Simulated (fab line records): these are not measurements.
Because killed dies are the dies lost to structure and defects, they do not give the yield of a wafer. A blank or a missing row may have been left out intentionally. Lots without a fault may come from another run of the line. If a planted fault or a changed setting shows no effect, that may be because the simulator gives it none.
A lot that was struck, set against a sound lot / flow gf180mcu / 16 steps out of a route of 602
Sound: the wafers L114.2, L114.4, L114.6. Struck: wafers L123.2, L123.5, L123.6. The cause comes at the end.
Per side, at each step with rows, come the tool, then ch with its chambers, and then its first start. Under that, the readings that differ: sound wafers / struck wafers / difference of the means / sigmas: that difference in standard deviations of wafers without a fault.
alike: same words and numbers on both sides, and readings whose means sit less than 2 such deviations apart. not compared: any withheld reading, any reading some wafer has no value for, any bound like >300 that may hide the same value, and any number with overlapping values for which the record gives no deviation.
The two part at a step that has a row with sigmas, a row that says differs or no value, or rows on one side only. When numbers do not overlap yet have no deviation, they are printed without sigmas and do not part them. A reading missing from all wafers of one side parts the sides only when that side holds two or more wafers.

first, 1 step without rows for these wafers: GF_HV_LDD_IMPLANT_09.
GF_HV_LDD_STRIP_10: strips in O2/N2.
  sound on plasma asher-02 ch 0,1, day 10 01:53; struck on plasma asher-01 ch 0,1, day 12 16:00
  alike: drypump motor current A, heater power w, oes product au, strip time to endpoint s
  not compared: rf hours counter h
GF_HV_LDD_TW_MEAS_11:
  struck on film metro-01, day 12 16:07; sound on film metro-04, day 10 02:00
reading=HV_LDD_TW; sound=2354 2337 2366; struck=2387 2397 2399; difference=+42; sigmas=+2
then, 7 steps without rows for these wafers: GF_HV_LDD_DEHYDRATE_12 (time 60 s); GF_HV_LDD_HMDS_13 (prime time 60 s); GF_HV_LDD_COAT_14 (resist thk 1000 nm); GF_HV_LDD_SOFTBAKE_15 (time 60 s); GF_HV_LDD_EXPOSE_16 (exposes mask Pplus LV AREA, target cd 400 nm); GF_HV_LDD_PEB_17; GF_HV_LDD_DEVELOP_18 (develop time 60 s).
GF_HV_LDD_CD_MEAS_19 targets a cd of 400 nm.
  struck on cd sem-01, day 13 12:05; sound on cd sem-01, day 10 19:52
  alike: cd nm
GF_HV_LDD_OVL_MEAS_20:
  struck on overlay-02, day 13 12:12; sound on overlay-02, day 10 19:58
  alike: HV_LDD_01_OVL
GF_HV_LDD_IMPLANT_21:
  sound on implanter-03 ch 0, day 10 20:01; struck on implanter-01 ch 0, day 13 12:15
reading=implant ion amu; sound=49 49 49; struck=11 11 11; difference=-38; sigmas=
reading=model.implant.rp nm (nm); sound=19.59 19.59 19.59; struck=82.17 82.17 82.17; difference=+62.58; sigmas=
reading=model.implant.drp nm (nm); sound=11.41 11.41 11.41; struck=35.62 35.62 35.62; difference=+24.21; sigmas=
  alike: faraday current uA
GF_HV_LDD_STRIP_22: strips in O2/N2.
  sound on plasma asher-02 ch 0,1, day 10 20:09; struck on plasma asher-01 ch 0,1, day 13 12:23
  alike: drypump motor current A, heater power w, oes product au, strip time to endpoint s
  not compared: rf hours counter h
GF_HV_LDD_TW_MEAS_23:
  struck on film metro-04, day 13 12:43; sound on film metro-04, day 10 20:16
reading=HV_LDD_2_TW; sound=1030 1027 1030; struck=660 660 661; difference=-369; sigmas=-50
  not compared: hold
next, for these wafers, 1 step has no rows: GF_PASSIVATION_PROBE_99.

## WHERE THEY PART
First at GF_HV_LDD_TW_MEAS_11; last, within this record, at GF_HV_LDD_TW_MEAS_23.

WHY: the cause the simulator had injected
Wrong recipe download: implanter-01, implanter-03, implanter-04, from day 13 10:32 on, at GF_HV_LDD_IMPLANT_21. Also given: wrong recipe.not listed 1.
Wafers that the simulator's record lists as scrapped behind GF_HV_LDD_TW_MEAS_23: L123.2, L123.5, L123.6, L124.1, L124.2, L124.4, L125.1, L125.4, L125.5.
